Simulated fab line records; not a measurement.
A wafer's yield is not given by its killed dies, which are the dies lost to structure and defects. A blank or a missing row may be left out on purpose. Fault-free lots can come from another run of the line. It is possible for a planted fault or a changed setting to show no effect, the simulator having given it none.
What tool caused it? :: flow sky130 :: Sampling: 6 lots, 18 wafers, 3 of 708 route steps

## WHAT EACH GAUGE READ, for each wafer
SKY_VIA4_THK_MEAS_01.
lot: L835
measured: day 42 04:41
on: film-metro-03
VIA4_HDPCVD_THK (nm): 1770 1754 1770

lot: L838
measured: day 42 21:08
on: film-metro-02
VIA4_HDPCVD_THK (nm): 1769 1794 1761

lot: L842
measured: day 44 11:01
on: film-metro-03
VIA4_HDPCVD_THK (nm): 1762 1779 1769

lot: L844
measured: day 44 16:43
on: film-metro-02
VIA4_HDPCVD_THK (nm): 1757 1764 1748

lot: L846
measured: day 46 03:10
on: film-metro-03
VIA4_HDPCVD_THK (nm): 2133 2121 2130

lot: L857
measured: day 48 00:35
on: film-metro-02
VIA4_HDPCVD_THK (nm): 1777 1773 1775

## EACH LOT AND THE TOOL THAT RAN IT (in order: tool; ch and the chambers of the sampled wafers; start)
lot: L835
SKY_METAL4_SPUTTER_03: pvd-sputter-03, day 40 02:26
SKY_VIA4_HDPCVD_00: hdpcvd-02 ch 0,1, day 42 04:31

lot: L838
SKY_METAL4_SPUTTER_03: pvd-sputter-01, day 40 21:34
SKY_VIA4_HDPCVD_00: hdpcvd-02 ch 0,1, day 42 20:57

lot: L842
SKY_METAL4_SPUTTER_03: pvd-sputter-03, day 42 11:19
SKY_VIA4_HDPCVD_00: hdpcvd-01 ch 1,2, day 44 10:49

lot: L844
SKY_METAL4_SPUTTER_03: pvd-sputter-01, day 42 17:58
SKY_VIA4_HDPCVD_00: hdpcvd-01 ch 0,1,2, day 44 16:31

lot: L846
SKY_METAL4_SPUTTER_03: pvd-sputter-01, day 44 06:47
SKY_VIA4_HDPCVD_00: hdpcvd-01 ch 0,1, day 46 02:59

lot: L857
SKY_METAL4_SPUTTER_03: pvd-sputter-01, day 46 06:10
SKY_VIA4_HDPCVD_00: hdpcvd-02 ch 0,1, day 48 00:19
- SKY_METAL4_SPUTTER_03: material Ti, target thk 5 nm, time 3.3 s.
- SKY_VIA4_HDPCVD_00: deposits SiO2, target thk 1750 nm, time 291.7 s.

## THE ANSWER, worked out from the rows above alone
Rule: what is usual is taken from the lots themselves. The widest of any qualifying gaps counts: lots, ordered by their means at a reading, are off when they make up no more than a third of the lots, leave a main group of 4 or more, and stand apart from it by 3 or more times the standard deviation of that group's means. If all means in a main group match to the digits the tables above print for the reading, that group is not used. Also off: a lot with no number at a reading for which 4 or more lots have one. The other lots that the step has rows for count as sound.
Off: L846, at SKY_VIA4_THK_MEAS_01 (VIA4_HDPCVD_THK). For the main group the mean is 1768 nm and the standard deviation 7.
If a tool, at a process step before that reading, ran all the lots that are off and no sound lot after the first of them, it fits. The gauges at SKY_VIA4_THK_MEAS_01 are tried like those tools. Can't be told from this: 2 tools fit, hdpcvd-01 at SKY_VIA4_HDPCVD_00, film-metro-03 at SKY_VIA4_THK_MEAS_01.

## WHAT THE SIMULATOR HAD INSERTED
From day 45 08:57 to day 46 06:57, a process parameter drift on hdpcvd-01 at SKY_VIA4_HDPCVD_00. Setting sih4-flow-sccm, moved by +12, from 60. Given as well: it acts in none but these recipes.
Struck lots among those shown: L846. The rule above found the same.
